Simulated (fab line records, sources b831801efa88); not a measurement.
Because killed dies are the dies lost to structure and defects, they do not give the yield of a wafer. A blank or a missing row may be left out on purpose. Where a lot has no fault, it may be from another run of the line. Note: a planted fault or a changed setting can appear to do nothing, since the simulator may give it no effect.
Code-filled problem report in 8D (eight disciplines) form / flow sfq line / the parts of the form that need people (team, actions taken, sign-off) are left out

== 1. WHAT IS WRONG ==
Wafers without a fault read 69.5 s, standard deviation 0.37; run length s at SFQ_TRILAYER_R5_BARC_OPEN_METAL_ETCH_177 reads a mean of 78.8 s on 3 wafers belonging to 2 lots. Relative to the usual mean, that is a shift of +25 standard deviations.
The step: etches BARC in O2, target depth 125 nm, time 41.7 s.
First observed at day 69 13:16: wafer L476.2, on rie metal-04. The record has a number at this step for 40 wafers belonging to 14 lots. The rule behind "out" and "out of limits": a value lying over 4 standard deviations away from the usual mean. Any other wafer with a number is counted as sound.

== 2. WHAT THIS IS AND IS NOT ==
question=which readings at this step | is=run length s, oes product au | is not=drypump motor current A, rf fwd power W
question=which lots | is=L476, L478 | is not=L459, L460, L461, L462, L463, L464, L465, L466, L467, L468, L469, L479
question=which wafers of those lots | is=L476.2, L476.3, L478.3 | is not=L478.4
question=read on which tools | is=rie metal-04 | is not=rie metal-01, rie metal-03
question=when | is=from day 69 13:16 | is not=up to then (33 sound wafers); but 4 sound wafers of L478, L479 came after

== 3. WHAT RULES OUT EACH SUSPECT ==
Counting: if a tool at a process step up to the reading ran every lot that is out, it stays a suspect. Sound lots after the first of them don't rule it out here, since some wafers of a struck lot are sound.
- rie metal-04 at SFQ_TRILAYER_R5_BARC_OPEN_METAL_ETCH_177 (etches BARC in O2, target depth 125 nm, time 41.7 s): kept. Every lot that is out went through it, the first being L476 (day 69 13:16); the last sound lot it ran before that was L467 (day 67 03:40). Out on those wafers are its own readings of oes product au, run length s.
After counting, what remains is rie metal-04 at SFQ_TRILAYER_R5_BARC_OPEN_METAL_ETCH_177.

== 4. THE CAUSE (what the simulator had put in) ==
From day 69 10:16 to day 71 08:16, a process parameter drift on rie metal-04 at SFQ_TRILAYER_R5_BARC_OPEN_METAL_ETCH_177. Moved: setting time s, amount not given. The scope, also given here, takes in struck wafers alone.
After counting, this tool was the only one left.

== 5. SEQUENCE OF EFFECTS, ordered by route ==
One row per reading whose mean, taken over the struck wafers that have a number, lies over 3 standard deviations from the usual. Only readings whose record carries a usual standard deviation are examined. hours: median over the lots of the time between each lot's start at the first step of this table that gives one and its start at this step. sigmas: the change, counted in usual standard deviations.
hours=0; step=SFQ_TRILAYER_R5_BARC_OPEN_METAL_ETCH_177; reading=oes product au; usual=0.685 a.u.; on struck wafers=0.633; change=-0.052; sigmas=-11
hours=0; step=SFQ_TRILAYER_R5_BARC_OPEN_METAL_ETCH_177; reading=run length s; usual=69.5 s; on struck wafers=78.8; change=+9.3; sigmas=+25
Process steps it contains:
- SFQ_TRILAYER_R5_BARC_OPEN_METAL_ETCH_177: etches BARC in O2, target depth 125 nm, time 41.7 s.

== 6. WHAT WOULD HAVE CAUGHT IT SOONER ==
The fault began at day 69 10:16; the first out-of-limits reading in this record came at day 69 13:16, 3 hours later.
